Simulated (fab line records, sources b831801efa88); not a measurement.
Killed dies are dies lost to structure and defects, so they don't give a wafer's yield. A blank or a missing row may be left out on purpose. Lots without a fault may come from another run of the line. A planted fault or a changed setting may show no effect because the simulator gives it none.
A struck lot beside a sound one | flow gf180mcu | 37 steps out of a route of 602
Sound: wafers L636.3, L636.5, L636.6. Struck: wafers L627.1, L627.3, L627.5. The cause comes at the end.
At each step with rows: each side's tool, then ch and its chambers, then its first start. Under that, the readings that differ: sound wafers | struck wafers | difference of the means | sigmas: that difference in standard deviations of wafers without a fault.
alike: readings whose means differ by less than 2 such deviations, and words and numbers that are the same on both sides. not compared: withheld readings, readings that some wafer has no value for, bounds like >300 that may hide the same value, and numbers for which the record gives no deviation and whose values overlap.
The two part at a step that has a row with sigmas, a row that says differs or no value, or rows on one side only. Numbers that don't overlap but have no deviation are shown without sigmas and don't part them. A reading that every wafer of one side lacks parts them only if that side has two wafers or more.

first, 2 steps without rows for these wafers: GF_M3_PEB_12 (peb time 90 s); GF_M3_DEVELOP_13 (develop time 60 s).
GF_M3_CD_MEAS_14: target cd 280 nm.
  sound on cd_sem-01, day 27 07:49; struck on cd_sem-02, day 24 16:43
  alike: cd_nm
GF_M3_OVL_MEAS_15:
  sound on overlay-01, day 27 07:54; struck on overlay-01, day 24 16:50
  alike: M3_OVL
GF_M3_METAL_ETCH_16: etches the open film in Cl2/BCl3, stops on SiO2, target depth 750.8 nm, time 125.1 s.
  sound on rie_metal-01 ch 0,1, day 27 07:59; struck on rie_metal-04 ch 0,1, day 24 16:52
  alike: bcl3_flow_sccm, drypump_motor_current_A, oes_product_au, throttle_valve_pct
  not compared: rf_hours_counter_h
GF_M3_STRIP_17: strips in O2/N2.
  sound on plasma_asher-04 ch 0,1, day 27 08:08; struck on plasma_asher-02 ch 0, day 24 17:00
  reading                      | sound          | struck         | difference | sigmas
  drypump_motor_current_A (A)  | 5.12 4.94 5.11 | 5.66 5.65 5.65 | +0.60      | +2
  strip_time_to_endpoint_s (s) | 7.44 7.41 7.44 | 7.34 7.27 7.38 | -0.10      | -2
  alike: heater_power_w, oes_product_au
  not compared: rf_hours_counter_h
then, 3 steps without rows for these wafers: GF_M3_STRIP_18 (strips in post etch residue remover, time 1177 s); GF_M3_CLEAN_19 (cleans in DIW); GF_V3_CVD_00 (deposits SiO2, target thk 600 nm, time 100 s).
GF_V3_THK_MEAS_01:
  sound on film_metro-02, day 27 08:43; struck on film_metro-01, day 24 17:39
  reading            | sound       | struck      | difference | sigmas
  V3_CVD_00_THK (nm) | 605 613 601 | 621 620 615 | +12        | +2
GF_V3_CVD_02: deposits SiO2 from TEOS, target thk 850 nm, time 94.851 s.
  sound on pecvd-01 ch 0,2, day 27 08:46; struck on pecvd-03 ch 0,1, day 24 17:43
  alike: heater_power_outer_w, heater_power_w
GF_V3_THK_MEAS_03:
  sound on film_metro-02, day 27 08:51; struck on film_metro-03, day 24 17:47
  alike: V3_CVD_02_THK
GF_V3_CMP_04: polishes SiO2.
  sound on cmp-01 ch 0,3, day 27 08:56; struck on cmp-01 ch 0,2, day 24 18:03
  reading                             | sound           | struck            | difference | sigmas
  time_to_endpoint_s (s)              | 75 81 72        | 100 103 103       | +26        | +5
  model.SiO2_of_V3_CVD_02.thk_nm (nm) | 632 631.8 630.3 | 571.5 568.8 569.2 | -61.5      |
  alike: head_pressure_psi, motor_current_A
GF_V3_BOW_MEAS_05:
  sound on film_metro-03, day 27 09:14; struck on film_metro-01, day 24 18:21
  alike: V3_BOW
then, 8 steps without rows for these wafers: GF_V3_DEHYDRATE_06 (time 60 s); GF_V3_HMDS_07 (prime time 60 s); GF_V3_COAT_08; GF_V3_COAT_09 (resist thk 1000 nm); GF_V3_SOFTBAKE_10 (time 60 s); GF_V3_EXPOSE_11 (exposes mask Via3, target cd 260 nm); GF_V3_PEB_12 (peb time 90 s); GF_V3_DEVELOP_13 (develop time 60 s).
GF_V3_CD_MEAS_14: target cd 260 nm.
  sound on cd_sem-01, day 28 05:01; struck on cd_sem-02, day 25 15:28
  alike: cd_nm
GF_V3_OVL_MEAS_15:
  sound on overlay-02, day 28 05:06; struck on overlay-01, day 25 15:35
  alike: V3_OVL
GF_V3_ETCH_16: etches BARC in N2/H2.
  sound on rie_diel-01 ch 2,3, day 28 05:08; struck on rie_diel-03 ch 2,3, day 25 15:38
  alike: drypump_motor_current_A, oes_product_au, throttle_valve_pct
GF_V3_ETCH_17: etches SiO2 in C4F8/O2/Ar, stops on TiN, target depth 635 nm.
  sound on rie_diel-01 ch 2,3; struck on rie_diel-03 ch 2,3
  reading                        | sound             | struck            | difference | sigmas
  oes_product_au (a.u.)          | 0.858 0.863 0.856 | 0.808 0.805 0.808 | -0.052     | -11
  model.etch.depth_nm (nm)       | 632 631.8 630.3   | 571.5 568.8 569.2 | -61.5      |
  model.V3.feature_depth_nm (nm) | 632 631.8 630.3   | 571.5 568.8 569.2 | -61.5      |
then, 5 steps without rows for these wafers: GF_V3_STRIP_18 (strips in O2/N2); GF_V3_STRIP_19 (strips in post etch residue remover, time 1200 s); GF_V3_CLEAN_20 (cleans in DIW); GF_V3_SPUTTER_21 (material Ti, target thk 15 nm, time 80.02 s); GF_V3_SPUTTER_22 (material TiN, target thk 10 nm, time 40 s).
GF_V3_CVD_23: deposits W, target thk 350 nm, time 104.9 s.
  sound on cvd_w-01 ch 0,1, day 28 05:56; struck on cvd_w-01 ch 0,1, day 25 16:23
  alike: heater_power_outer_w, heater_power_w
GF_V3_RS_MEAS_24: measures by four-point-probe.
  sound on film_metro-02, day 28 06:04; struck on film_metro-01, day 25 16:30
  alike: V3_W_RS
GF_V3_THK_MEAS_25: measures by xrf.
  sound on film_metro-02, day 28 06:10; struck on film_metro-01, day 25 16:37
  alike: V3_W_THK
GF_V3_CMP_26: polishes, stops on SiO2, t overpolish 15 s, target thk 0 nm.
  sound on cmp-02 ch 1,2,3, day 28 06:21; struck on cmp-02 ch 1,2,3, day 25 16:41
  reading                             | sound           | struck          | difference | sigmas
  model.SiO2_of_V3_CVD_02.thk_nm (nm) | 628.2 628 626.5 | 567.7 565 565.4 | -61.5      |
  alike: head_pressure_psi, motor_current_A
then, 2 steps without rows for these wafers: GF_M4_SPUTTER_00 (material Ti, target thk 37.5 nm, time 150 s); GF_PASSIVATION_PROBE_99.

WHERE THEY PART
First at GF_M3_STRIP_17; last, within this record, at GF_V3_ETCH_17. Later steps at which nothing parts them and some readings are alike: GF_V3_CVD_23, GF_V3_RS_MEAS_24, GF_V3_THK_MEAS_25, GF_V3_CMP_26.

WHY: what the simulator had put in
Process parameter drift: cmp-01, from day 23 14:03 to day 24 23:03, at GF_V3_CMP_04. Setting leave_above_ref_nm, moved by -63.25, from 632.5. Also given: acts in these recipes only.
